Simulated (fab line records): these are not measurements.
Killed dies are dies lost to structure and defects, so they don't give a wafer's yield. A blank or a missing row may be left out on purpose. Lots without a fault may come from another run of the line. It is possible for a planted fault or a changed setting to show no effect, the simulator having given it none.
fab line records | flow gf180mcu
[record] lots = 14 | wafers = 42 | last-day = 33
route steps=602 shown HV_LDD@231 SAB@264 V2@404
lots that met no fault: from a run of the same line without faults
start-h: the number of hours between the record's first day and the start of the first shown wafer of the lot | wait-h: how many hours have passed since the lot's step before this one | " as in the row above | L1.1+2: a single row standing in for several wafers | - value missing, or start not given | * or withheld: withheld | < > ~ a bound
route shown NAME@n: names a module that has steps shown in the file, with the first one's number in the route | usual: mean/standard deviation taken from wafers without a fault | same: alike in all rows | chamber/n: place in a boat | sites: readings site by site | _std_site: standard deviation of those values | _edge_site: inner sites' mean taken away from outer sites' mean | radius-mm: for every site, how far away it sits from the centre of the wafer | mask NAME#n: copy n | behind: the last tool/chamber to shape the wafer | hold: why the lot was held/for how many hours/how that ended | device: names the non-switching transistor (n, p or np) | end of line: the tests these same wafers got at the end of their route | a step with no rows: only its recipe | killed: count of dies lost to structure and defects at first sort (not the wafer's yield) | map: a wafer's dies, x killed, . not, _ none there
set.NAME: setting as actually run; set.NAME@STEP: the setting as run at that earlier step | model.NAME: the simulator's own value behind a step, which no gauge read
route steps across a sampled set of lots; one table per step, one row per wafer
services: the hour from which a tool's chamber was out of use, counted from the record's first day as start-h (under 0 if before that day), plus the number of hours and why
[[steps]]
[step GF_HV_LDD_THK_MEAS_55]
[recipe] reads = SiO2_of_HV_LDD_CVD_54
[usual] HV_LDD_CVD_54_THK = 10.02/0.17
lot.wafer | tool          | chamber | start-h | wait-h | HV_LDD_CVD_54_THK[nm]
L262.1    | film-metro-02 | -       | 290.57  | 0.0    | 9.82
L262.3    | "             | -       | "       | "      | 9.89
L262.4    | "             | -       | "       | "      | 9.78
L261.2    | film-metro-04 | -       | 295.23  | 0.0    | 10.08
L261.3    | "             | -       | "       | "      | 10.02
L261.6    | "             | -       | "       | "      | 10.05
L263.1    | film-metro-03 | -       | 301.92  | 0.0    | 9.81
L263.2    | "             | -       | "       | "      | 9.75
L263.4    | "             | -       | "       | "      | 9.76
L264.1    | film-metro-02 | -       | 310.79  | 0.0    | 9.54
L264.3    | "             | -       | "       | "      | 9.53
L264.6    | "             | -       | "       | "      | 9.63
L265.2    | film-metro-03 | -       | 315.40  | 0.0    | 9.85
L265.4    | "             | -       | "       | "      | 9.95
L265.5    | "             | -       | "       | "      | 10.05
L266.1    | film-metro-04 | -       | 331.01  | 0.0    | 10.01
L266.3    | "             | -       | "       | "      | 10.02
L266.6    | "             | -       | "       | "      | 10.07
L267.2    | film-metro-04 | -       | 333.53  | 0.0    | 9.98
L267.3    | "             | -       | "       | "      | 9.96
L267.4    | "             | -       | "       | "      | 9.75
L269.4    | film-metro-03 | -       | 347.63  | 0.0    | 10.04
L269.5    | "             | -       | "       | "      | 10.08
L269.6    | "             | -       | "       | "      | 9.98
L270.4    | film-metro-03 | -       | 361.80  | 0.0    | 10.10
L270.5    | "             | -       | "       | "      | 10.05
L270.6    | "             | -       | "       | "      | 10.09
L271.1    | film-metro-02 | -       | 371.93  | 0.0    | 10.01
L271.4    | "             | -       | "       | "      | 9.91
L271.5    | "             | -       | "       | "      | 9.90
L272.3    | film-metro-04 | -       | 374.46  | 0.0    | 10.04
L272.4    | "             | -       | "       | "      | 9.92
L272.5    | "             | -       | "       | "      | 9.99
L273.1    | film-metro-02 | -       | 383.28  | 0.0    | 10.16
L273.3    | "             | -       | "       | "      | 10.13
L273.5    | "             | -       | "       | "      | 10.29
L277.1    | film-metro-02 | -       | 411.87  | 0.0    | 10.13
L277.4    | "             | -       | "       | "      | 10.24
L277.6    | "             | -       | "       | "      | 10.13
L278.2    | film-metro-02 | -       | 421.01  | 0.0    | 10.09
L278.3    | "             | -       | "       | "      | 10.04
L278.5    | "             | -       | "       | "      | 10.03
[step GF_HV_LDD_THK_MEAS_57]
[recipe] reads = Si3N4_of_HV_LDD_CVD_56
[usual] HV_LDD_CVD_56_THK = 90.1/0.99
lot.wafer | tool          | chamber | start-h | wait-h | HV_LDD_CVD_56_THK[nm]
L262.1    | film-metro-04 | -       | 292.06  | 0.0    | 89.8
L262.3    | "             | -       | "       | "      | 90.4
L262.4    | "             | -       | "       | "      | 89.4
L261.2    | film-metro-03 | -       | 296.72  | 0.0    | 89.8
L261.3    | "             | -       | "       | "      | 88.2
L261.6    | "             | -       | "       | "      | 88.6
L263.1    | film-metro-04 | -       | 303.41  | 0.0    | 89.1
L263.2    | "             | -       | "       | "      | 89.4
L263.4    | "             | -       | "       | "      | 88.8
L264.1    | film-metro-02 | -       | 312.28  | 0.0    | 90.5
L264.3    | "             | -       | "       | "      | 90.1
L264.6    | "             | -       | "       | "      | 89.3
L265.2    | film-metro-04 | -       | 316.89  | 0.0    | 89.1
L265.4    | "             | -       | "       | "      | 89.0
L265.5    | "             | -       | "       | "      | 89.4
L266.1    | film-metro-02 | -       | 332.50  | 0.0    | 89.6
L266.3    | "             | -       | "       | "      | 89.4
L266.6    | "             | -       | "       | "      | 90.2
L267.2    | film-metro-02 | -       | 335.02  | 0.0    | 89.2
L267.3    | "             | -       | "       | "      | 88.9
L267.4    | "             | -       | "       | "      | 88.1
L269.4    | film-metro-03 | -       | 349.12  | 0.0    | 89.0
L269.5    | "             | -       | "       | "      | 89.5
L269.6    | "             | -       | "       | "      | 89.1
L270.4    | film-metro-04 | -       | 363.29  | 0.0    | 89.8
L270.5    | "             | -       | "       | "      | 89.7
L270.6    | "             | -       | "       | "      | 89.5
L271.1    | film-metro-03 | -       | 373.42  | 0.0    | 91.1
L271.4    | "             | -       | "       | "      | 91.8
L271.5    | "             | -       | "       | "      | 91.8
L272.3    | film-metro-02 | -       | 375.95  | 0.0    | 90.6
L272.4    | "             | -       | "       | "      | 90.5
L272.5    | "             | -       | "       | "      | 90.9
L273.1    | film-metro-04 | -       | 384.76  | 0.0    | 91.1
L273.3    | "             | -       | "       | "      | 92.3
L273.5    | "             | -       | "       | "      | 91.1
L277.1    | film-metro-02 | -       | 413.36  | 0.0    | 91.6
L277.4    | "             | -       | "       | "      | 92.4
L277.6    | "             | -       | "       | "      | 91.7
L278.2    | film-metro-04 | -       | 422.50  | 0.0    | 90.2
L278.3    | "             | -       | "       | "      | 90.4
L278.5    | "             | -       | "       | "      | 90.1
[step GF_SAB_CVD_00]
[recipe] material = SiO2 | target-thk-nm = 50 | precursor = TEOS | temp-c = 400 | time-s = 4.9302 | rf-w = 600
[usual] heater-power-w = 728/120
lot.wafer | tool     | chamber | start-h | wait-h | heater-power-w | since-wet-clean-h
L262.1    | pecvd-02 | 1       | 334.80  | 0.1    | 720            | 368
L262.3    | "        | 0       | "       | "      | 561            | 368
L262.4    | "        | 2       | "       | "      | 580            | -
L261.2    | pecvd-01 | 1       | 339.84  | 0.1    | 1001           | 804
L261.3    | "        | 0       | "       | "      | 712            | 804
L261.6    | "        | 0       | "       | "      | 711            | -
L263.1    | pecvd-03 | 2       | 346.74  | 0.1    | 896            | 172
L263.2    | "        | 0       | "       | "      | 845            | 172
L263.4    | "        | 1       | "       | "      | 603            | -
L264.1    | pecvd-03 | 0       | 356.55  | 0.1    | 826            | 182
L264.3    | "        | 1       | "       | "      | 698            | 182
L264.6    | "        | 0       | "       | "      | 822            | -
L265.2    | pecvd-02 | 0       | 360.20  | 0.1    | 521            | 394
L265.4    | "        | 0       | "       | "      | 527            | -
L265.5    | "        | 1       | "       | "      | 668            | -
L266.1    | pecvd-03 | 1       | 377.57  | 0.1    | 665            | 203
L266.3    | "        | 2       | "       | "      | 916            | 203
L266.6    | "        | 1       | "       | "      | 643            | -
L267.2    | pecvd-02 | 0       | 379.80  | 0.1    | 513            | 413
L267.3    | "        | 1       | "       | "      | 560            | -
L267.4    | "        | 0       | "       | "      | 529            | -
L269.4    | pecvd-01 | 0       | 394.76  | 0.0    | 807            | -
L269.5    | "        | 1       | "       | "      | 911            | -
L269.6    | "        | 2       | "       | "      | 640            | -
L270.4    | pecvd-03 | 0       | 410.09  | 0.0    | 873            | -
L270.5    | "        | 1       | "       | "      | 708            | -
L270.6    | "        | 2       | "       | "      | 796            | -
L271.1    | pecvd-01 | 1       | 421.29  | 0.1    | 873            | 38
L271.4    | "        | 1       | "       | "      | 878            | -
L271.5    | "        | 0       | "       | "      | 780            | -
L272.3    | pecvd-01 | 1       | 423.80  | 0.1    | 900            | 41
L272.4    | "        | 2       | "       | "      | 579            | -
L272.5    | "        | 1       | "       | "      | 882            | -
L273.1    | pecvd-02 | 1       | 431.92  | 0.1    | 622            | 466
L273.3    | "        | 0       | "       | "      | 537            | 466
L273.5    | "        | 1       | "       | "      | 627            | -
L277.1    | pecvd-03 | 2       | 462.89  | 0.1    | 831            | 288
L277.4    | "        | 2       | "       | "      | 828            | -
L277.6    | "        | 0       | "       | "      | 896            | -
L278.2    | pecvd-01 | 1       | 471.90  | 0.1    | 850            | 89
L278.3    | "        | 0       | "       | "      | 755            | 89
L278.5    | "        | 0       | "       | "      | 760            | -
[step GF_V2_SPUTTER_22]
[recipe] material = TiN | target-thk-nm = 10 | chamber-pressure-pa = 5 | power-w = 4000 | time-s = 40
[usual] cathode-dc-power-W = 4000.1/0.76 | chamber-pressure-pa = 5.001/0.0099 | throttle-valve-pct = 30.4/1.1
lot.wafer | tool           | chamber | start-h | wait-h | cathode-dc-power-W | chamber-pressure-pa | throttle-valve-pct
L262.1    | pvd-sputter-03 | -       | 483.37  | 0.0    | 4000.2             | 4.996               | 30.9
L262.3    | "              | -       | "       | "      | 3999.7             | 4.985               | 28.8
L262.4    | "              | -       | "       | "      | 4000.7             | 4.996               | 31.1
L261.2    | pvd-sputter-02 | -       | 488.22  | 0.0    | 4000.8             | 4.998               | 30.8
L261.3    | "              | -       | "       | "      | 4000.7             | 5.000               | 30.8
L261.6    | "              | -       | "       | "      | 3999.4             | 5.003               | 28.5
L263.1    | pvd-sputter-01 | -       | 494.60  | 0.0    | 4000.7             | 4.999               | 30.8
L263.2    | "              | -       | "       | "      | 3999.8             | 4.997               | 30.8
L263.4    | "              | -       | "       | "      | 4000.0             | 5.008               | 30.3
L264.1    | pvd-sputter-03 | -       | 507.21  | 0.0    | 4000.6             | 5.000               | 28.7
L264.3    | "              | -       | "       | "      | 3999.8             | 5.021               | 31.2
L264.6    | "              | -       | "       | "      | 3999.9             | 4.998               | 31.0
L265.2    | pvd-sputter-01 | -       | 511.53  | 0.0    | 4000.0             | 5.014               | 32.0
L265.4    | "              | -       | "       | "      | 3999.1             | 4.999               | 30.6
L265.5    | "              | -       | "       | "      | 4001.3             | 5.007               | 30.8
L266.1    | pvd-sputter-01 | -       | 529.07  | 0.0    | 4000.3             | 5.008               | 30.2
L266.3    | "              | -       | "       | "      | 4000.5             | 4.979               | 30.9
L266.6    | "              | -       | "       | "      | 3999.9             | 5.005               | 30.7
L267.2    | pvd-sputter-01 | -       | 530.03  | 0.0    | 4000.7             | 4.988               | 30.1
L267.3    | "              | -       | "       | "      | 4000.3             | 4.986               | 32.0
L267.4    | "              | -       | "       | "      | 4000.4             | 5.005               | 31.0
L269.4    | pvd-sputter-02 | -       | 545.02  | 0.0    | 3999.9             | 4.986               | 28.4
L269.5    | "              | -       | "       | "      | 4000.8             | 5.010               | 30.8
L269.6    | "              | -       | "       | "      | 3999.2             | 4.991               | 29.6
L270.4    | pvd-sputter-03 | -       | 561.37  | 0.0    | 3999.6             | 5.022               | 31.1
L270.5    | "              | -       | "       | "      | 4001.7             | 5.011               | 30.8
L270.6    | "              | -       | "       | "      | 3999.9             | 4.996               | 29.7
L271.1    | pvd-sputter-03 | -       | 570.62  | 0.0    | 4000.5             | 5.004               | 31.0
L271.4    | "              | -       | "       | "      | 4000.5             | 4.988               | 28.4
L271.5    | "              | -       | "       | "      | 4000.3             | 4.997               | 28.0
L272.3    | pvd-sputter-01 | -       | 572.90  | 0.0    | 3998.3             | 5.002               | 30.2
L272.4    | "              | -       | "       | "      | 4000.0             | 5.009               | 30.7
L272.5    | "              | -       | "       | "      | 3999.6             | 4.997               | 30.2
L273.1    | pvd-sputter-01 | -       | 580.79  | 0.0    | 3999.9             | 4.995               | 30.6
L273.3    | "              | -       | "       | "      | 4000.9             | 5.007               | 30.0
L273.5    | "              | -       | "       | "      | 3999.6             | 4.999               | 30.7
L277.1    | pvd-sputter-02 | -       | 608.24  | 0.0    | -                  | -                   | -
L277.4    | "              | -       | "       | "      | -                  | -                   | -
L277.6    | "              | -       | "       | "      | -                  | -                   | -
L278.2    | pvd-sputter-03 | -       | 615.51  | 0.0    | -                  | -                   | -
L278.3    | "              | -       | "       | "      | -                  | -                   | -
L278.5    | "              | -       | "       | "      | -                  | -                   | -
[[services]]
tool           | chamber | start-h | hours | kind
pvd-sputter-02 | -       | 325.36  | 3.4   | repair
pecvd-03       | -       | 336.18  | 1.2   | repair
pvd-sputter-01 | -       | 337.71  | 1.9   | repair
pecvd-02       | 2       | 341.13  | 2.9   | repair
pvd-sputter-03 | -       | 343.33  | 1.3   | repair
pvd-sputter-01 | -       | 352.95  | 1.9   | repair
pecvd-02       | 2       | 366.19  | 23.7  | repair
pecvd-01       | -       | 368.88  | 14.0  | pm
pecvd-01       | 0       | 368.88  | 14.0  | vent-cycle
pecvd-01       | 1       | 368.88  | 14.0  | vent-cycle
pecvd-01       | 2       | 368.88  | 14.0  | vent-cycle
pecvd-02       | -       | 373.65  | 0.9   | repair
pvd-sputter-03 | -       | 378.01  | 4.1   | repair
pecvd-01       | 0       | 382.88  | -     | clean
pecvd-01       | 1       | 382.88  | -     | clean
pecvd-01       | 2       | 382.88  | -     | clean
pvd-sputter-03 | -       | 390.31  | 13.2  | repair
pecvd-01       | 2       | 514.77  | 4.8   | repair
pecvd-01       | 0       | 540.49  | 5.1   | repair
pecvd-03       | -       | 543.86  | 14.6  | pm
pecvd-01       | -       | 564.65  | 2.8   | pm
[[key]]
[first-sign] step = GF_V2_SPUTTER_22 | reading = tool-record | direction = missing
effect none on later readings
met-at GF_V2_SPUTTER_22
struck-lots L277,L278
later-rows-left-out L277.1,L277.4,L277.6,L278.2,L278.3,L278.5
sort-left-out L277.1,L277.4,L277.6,L278.2,L278.3,L278.5
not-acting-at GF_HV_LDD_THK_MEAS_55,GF_HV_LDD_THK_MEAS_57,GF_SAB_CVD_00
onset-between 570.62 608.24
[fault] kind = skipped-step-whole | tool = pvd-sputter-02,pvd-sputter-03 | chamber = - | onset-h = 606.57 | steps = GF_V2_SPUTTER_22 | scope = struck-lots-only
// sort-left-out: the simulated sort isn't trusted on such a fault, so these wafers' sort isn't shown, and their yield isn't known
// later-rows-left-out: the simulator's readings of these wafers behind a module that went badly wrong aren't trusted and aren't shown, but for the sort
